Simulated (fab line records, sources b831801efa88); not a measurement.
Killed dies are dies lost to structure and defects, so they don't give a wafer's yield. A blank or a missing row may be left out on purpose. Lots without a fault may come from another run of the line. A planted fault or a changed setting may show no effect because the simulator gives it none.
fab line records | flow sky130
record lots=14 wafers=42 last_day=50
route steps=708 shown FIELD_ISO@16 NWELL@34 PWDE@84
lots that met no fault: from a run of the same line without faults
start_h: hours from the record's first day to the start of the lot's first wafer shown | wait_h: hours since the lot's step before | " the same as in the row above | L1.1+2: a row that stands for several wafers | - no value, or no start given | * or withheld: withheld | < > ~ a bound
route shown NAME@n: a module of which the file shows steps, and the number in the route of the first | usual: mean/standard deviation of fault-free wafers | same: alike in all rows | chamber/n: place in a boat | sites: the reading at each site | _std_site: their standard deviation | _edge_site: outer sites' mean less inner sites' | radius_mm: how far each site lies from the wafer's centre | mask NAME#n: copy n | behind: the tool/chamber that last shaped the wafer | hold: why the lot was held/for how many hours/how that ended | device: the transistor (n, p or np) that didn't switch | end of line: the same wafers' tests at the end of the route | a step without rows: its recipe alone | killed: dies lost to structure and defects at the first sort, not the wafer's yield | map: a wafer's dies, x killed, . not, _ none there
set.NAME: the setting as run; set.NAME@STEP: as run at that earlier step | model.NAME: the simulator's own value behind a step, which no gauge read
steps of the route over a sample of lots; a table a step, a row a wafer
services: from which hour (start_h, from the record's first day; less than 0 if before it) a tool's chamber was out of use, for how many hours, and why
## steps
# step SKY_FIELD_ISO_ETCH_15
# recipe chemistry=CHF3/O2 target_depth_nm=180 stop_on=Si source_w=600 bias_w=200 pressure_mtorr=40 chf3_flow_sccm=50 O2_flow_sccm=5 time_s=72
# usual bias_w=199.9/0.62 drypump_motor_current_A=5.8/0.51 oes_product_au=0.931/0.007 throttle_valve_pct=8.840/0.0086
# same time_s=72
# columns lot.wafer tool chamber start_h wait_h bias_w drypump_motor_current_A oes_product_au rf_hours_counter_h throttle_valve_pct
L242.2 rie_diel-01 0 29.54 0.0 198.9 5.7 0.938 1 8.837
L242.3 " 1 " " 199.5 6.3 0.922 162 8.840
L242.5 " 2 " " 200.5 6.2 0.923 - 8.837
L243.2 rie_diel-04 1 34.94 0.0 200.0 5.5 0.931 12 8.836
L243.3 " 0 " " 200.2 5.9 0.920 41 8.839
L243.4 " 2 " " 200.8 6.8 0.930 88 8.837
L244.1 rie_diel-02 2 38.89 0.0 199.4 5.2 0.937 119 8.849
L244.5 " 0 " " 200.2 5.6 0.924 - 8.833
L244.6 " 3 " " 200.2 5.3 0.937 - 8.842
L245.2 rie_diel-04 1 44.89 0.0 199.9 5.5 0.930 12 8.849
L245.5 " 2 " " 199.5 6.9 0.937 - 8.852
L245.6 " 3 " " 200.2 5.9 0.931 - 8.855
L249.2 rie_diel-02 0 64.10 0.0 199.6 5.6 0.924 6 8.845
L249.3 " 1 " " 199.7 5.0 0.928 16 8.829
L249.4 " 2 " " 199.9 5.2 0.937 119 8.830
L250.3 rie_diel-04 2 70.80 0.0 199.0 6.9 0.924 89 8.852
L250.4 " 3 " " 200.4 6.0 0.929 80 8.843
L250.5 " 1 " " 199.7 5.5 0.921 - 8.858
L252.1 rie_diel-01 3 80.59 0.0 200.6 6.1 0.917 128 8.831
L252.2 " 0 " " 200.0 5.7 0.936 2 8.837
L252.5 " 3 " " 200.6 6.1 0.929 - 8.833
L255.2 rie_diel-04 0 97.94 0.0 200.1 5.9 0.941 42 8.853
L255.3 " 1 " " 199.7 5.5 0.938 14 8.825
L255.5 " 3 " " 198.5 6.0 0.928 - 8.850
L256.1 rie_diel-01 3 100.84 0.0 199.3 6.1 0.925 128 8.841
L256.5 " 2 " " 198.5 6.2 0.922 - 8.848
L256.6 " 3 " " 199.0 6.1 0.934 - 8.844
L257.2 rie_diel-01 2 106.60 0.0 200.3 6.2 0.930 101 8.825
L257.4 " 3 " " 199.4 6.1 0.923 - 8.829
L257.5 " 2 " " 199.7 6.2 0.925 - 8.838
L258.4 rie_diel-02 1 111.39 0.0 199.7 4.9 0.927 17 8.849
L258.5 " 3 " " 200.3 5.3 0.933 - 8.851
L258.6 " 0 " " 200.6 5.6 0.933 - 8.852
L260.4 rie_diel-01 0 122.44 0.0 200.0 5.7 0.936 3 8.835
L260.5 " 2 " " 200.3 6.2 0.932 - 8.841
L260.6 " 1 " " 199.3 6.3 0.939 - 8.844
L261.2 rie_diel-02 1 128.44 0.0 199.9 4.9 0.941 17 8.838
L261.3 " 2 " " 199.9 5.2 0.931 120 8.839
L261.4 " 0 " " 199.8 5.6 0.933 7 8.828
L265.1 rie_diel-04 1 149.40 0.0 198.4 5.5 0.932 14 8.844
L265.2 " 3 " " 198.9 6.0 0.940 81 8.835
L265.5 " 0 " " 200.7 5.8 0.936 - 8.837
# step SKY_NWELL_THK_MEAS_02
# recipe reads=SiO2_of_NWELL_OXIDATION_01
# usual NWELL_OXIDATION_THK=10.05/0.21
# columns lot.wafer tool chamber start_h wait_h NWELL_OXIDATION_THK[nm]
L242.2 film_metro-03 - 35.53 0.0 9.67
L242.3 " - " " 10.01
L242.5 " - " " 9.66
L243.2 film_metro-04 - 43.32 0.0 9.81
L243.3 " - " " 9.78
L243.4 " - " " 9.78
L244.1 film_metro-01 - 44.71 0.0 10.17
L244.5 " - " " 10.13
L244.6 " - " " 10.20
L245.2 film_metro-04 - 52.26 0.0 9.90
L245.5 " - " " 9.73
L245.6 " - " " 9.92
L249.2 film_metro-04 - 70.20 0.0 10.24
L249.3 " - " " 10.06
L249.4 " - " " 10.21
L250.3 film_metro-04 - 76.72 0.0 10.23
L250.4 " - " " 10.22
L250.5 " - " " 10.13
L252.1 film_metro-04 - 87.39 0.0 9.91
L252.2 " - " " 9.89
L252.5 " - " " 9.90
L255.2 film_metro-01 - 105.16 0.0 10.35
L255.3 " - " " 10.30
L255.5 " - " " 10.14
L256.1 film_metro-04 - 108.05 0.0 10.39
L256.5 " - " " 10.19
L256.6 " - " " 10.27
L257.2 film_metro-04 - 113.89 0.0 10.27
L257.4 " - " " 10.35
L257.5 " - " " 10.33
L258.4 film_metro-03 - 121.09 0.0 10.11
L258.5 " - " " 10.11
L258.6 " - " " 10.13
L260.4 film_metro-01 - 128.21 0.0 10.06
L260.5 " - " " 10.24
L260.6 " - " " 10.15
L261.2 film_metro-04 - 137.24 0.0 10.23
L261.3 " - " " 10.33
L261.4 " - " " 10.28
L265.1 film_metro-01 - 155.44 0.0 9.60
L265.2 " - " " 9.65
L265.5 " - " " 9.78
# step SKY_NWELL_EXPOSE_07
# recipe mask_id=NWM na=0.6 source_shape=conventional sigma_outer=0.6 polarization=unpolarized target_cd_nm=840 dose_mj=255
# usual exposure_dose_mJ_cm2=255.01/0.24 focus_offset_nm=0.0/0.5
# columns lot.wafer tool chamber start_h wait_h mask exposure_dose_mJ_cm2 focus_offset_nm
L242.2 iline_stepper-02 0 76.67 - NWM#0 254.69 0.0
L242.3 " 0 " " NWM#0 254.76 0.4
L242.5 " 0 " " NWM#0 254.98 -0.2
L243.2 iline_stepper-01 0 85.02 - NWM#0 254.66 0.2
L243.3 " 0 " " NWM#0 254.98 0.6
L243.4 " 0 " " NWM#0 254.77 0.2
L244.1 iline_stepper-02 0 87.12 - NWM#0 255.42 0.1
L244.5 " 0 " " NWM#0 255.06 0.0
L244.6 " 0 " " NWM#0 255.28 0.0
L245.2 iline_stepper-02 0 95.28 - NWM#0 254.94 0.4
L245.5 " 0 " " NWM#0 254.81 0.6
L245.6 " 0 " " NWM#0 254.68 0.0
L249.2 iline_stepper-01 - 113.85 - NWM#0 - -
L249.3 " - " " NWM#0 - -
L249.4 " - " " NWM#0 - -
L250.3 iline_stepper-01 - 120.23 - NWM#0 - -
L250.4 " - " " NWM#0 - -
L250.5 " - " " NWM#0 - -
L252.1 iline_stepper-01 0 132.55 - NWM#0 255.31 -0.1
L252.2 " 0 " " NWM#0 255.48 0.6
L252.5 " 0 " " NWM#0 255.53 0.9
L255.2 iline_stepper-01 0 152.92 - NWM#0 254.96 -0.2
L255.3 " 0 " " NWM#0 254.73 0.0
L255.5 " 0 " " NWM#0 255.25 0.1
L256.1 iline_stepper-02 0 156.08 - NWM#0 255.07 -0.4
L256.5 " 0 " " NWM#0 255.19 -0.9
L256.6 " 0 " " NWM#0 255.25 0.0
L257.2 iline_stepper-02 0 162.10 - NWM#0 255.18 -0.1
L257.4 " 0 " " NWM#0 255.11 0.0
L257.5 " 0 " " NWM#0 254.99 0.8
L258.4 iline_stepper-01 0 170.81 - NWM#0 255.13 -0.2
L258.5 " 0 " " NWM#0 255.22 -0.3
L258.6 " 0 " " NWM#0 255.16 -0.1
L260.4 iline_stepper-01 0 179.10 - NWM#0 254.77 0.1
L260.5 " 0 " " NWM#0 254.81 0.3
L260.6 " 0 " " NWM#0 254.76 0.0
L261.2 iline_stepper-02 0 188.33 - NWM#0 254.97 -0.6
L261.3 " 0 " " NWM#0 254.94 -0.1
L261.4 " 0 " " NWM#0 254.97 -0.2
L265.1 iline_stepper-01 0 207.13 - NWM#0 255.35 -0.3
L265.2 " 0 " " NWM#0 254.70 -0.3
L265.5 " 0 " " NWM#0 254.60 0.0
# step SKY_NWELL_RS_MEAS_31
# recipe thk_meas_gauge=four-point-probe
# usual PWDE_RS=5270/16
# columns lot.wafer tool chamber start_h wait_h PWDE_RS[ohm/sq]
L242.2 film_metro-01 - 103.95 0.1 5234
L242.3 " - " " 5244
L242.5 " - " " 5258
L243.2 film_metro-01 - 111.80 0.1 5274
L243.3 " - " " 5266
L243.4 " - " " 5266
L244.1 film_metro-01 - 114.49 0.1 5257
L244.5 " - " " 5263
L244.6 " - " " 5265
L245.2 film_metro-03 - 122.97 0.1 5262
L245.5 " - " " 5255
L245.6 " - " " 5256
L249.2 film_metro-03 - 142.60 0.1 5281
L249.3 " - " " 5276
L249.4 " - " " 5266
L250.3 film_metro-04 - 149.67 0.1 5277
L250.4 " - " " 5267
L250.5 " - " " 5300
L252.1 film_metro-01 - 163.58 0.1 5275
L252.2 " - " " 5252
L252.5 " - " " 5263
L255.2 film_metro-03 - 184.89 0.1 5285
L255.3 " - " " 5291
L255.5 " - " " 5269
L256.1 film_metro-01 - 187.53 0.1 5261
L256.5 " - " " 5258
L256.6 " - " " 5258
L257.2 film_metro-04 - 193.66 0.1 5266
L257.4 " - " " 5275
L257.5 " - " " 5248
L258.4 film_metro-04 - 203.10 0.1 5300
L258.5 " - " " 5276
L258.6 " - " " 5280
L260.4 film_metro-03 - 211.59 0.1 5261
L260.5 " - " " 5268
L260.6 " - " " 5260
L261.2 film_metro-04 - 221.78 0.1 5244
L261.3 " - " " 5260
L261.4 " - " " 5261
L265.1 film_metro-03 - 241.67 0.1 5261
L265.2 " - " " 5281
L265.5 " - " " 5271
## services
# columns tool chamber start_h hours kind
iline_stepper-01 - 15.48 3.0 repair
rie_diel-01 1 37.78 13.6 repair
iline_stepper-02 - 42.78 0.8 repair
iline_stepper-02 - 46.39 1.7 pm
rie_diel-04 0 50.14 12.4 repair
rie_diel-04 - 51.22 1.0 repair
rie_diel-01 1 95.38 - clean
rie_diel-01 1 95.38 15.1 scheduled_down
rie_diel-01 1 95.38 15.1 vent_cycle
iline_stepper-02 - 113.01 0.8 repair
rie_diel-01 1 173.32 8.9 repair
iline_stepper-01 0 174.26 - calibration
iline_stepper-02 0 181.34 - calibration
rie_diel-01 - 184.37 2.2 repair
rie_diel-04 0 196.11 1.2 repair
## key
first_sign step=SKY_NWELL_EXPOSE_07 reading=tool_record direction=missing
effect none on later readings
met_at SKY_NWELL_EXPOSE_07
struck_lots L249,L250
sort_left_out L249.2,L249.3,L249.4,L250.3,L250.4,L250.5
tester_left_out L249,L250
not_acting_at SKY_FIELD_ISO_ETCH_15,SKY_NWELL_THK_MEAS_02,SKY_NWELL_RS_MEAS_31
onset_between 85.02 113.85
fault kind=skipped_step_whole tool=iline_stepper-01 chamber=- onset_h=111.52 steps=SKY_NWELL_EXPOSE_07 scope=struck_lots_only
# tester_left_out: of these lots the tester's yield and bins aren't shown, on N5 and GAA mostly nor the transistor test; their killed dies are dies lost to structure and defects alone, not to doping, threshold or leakage, so they don't give the yield
# sort_left_out: the simulated sort isn't trusted on such a fault, so these wafers' sort isn't shown, and their yield isn't known
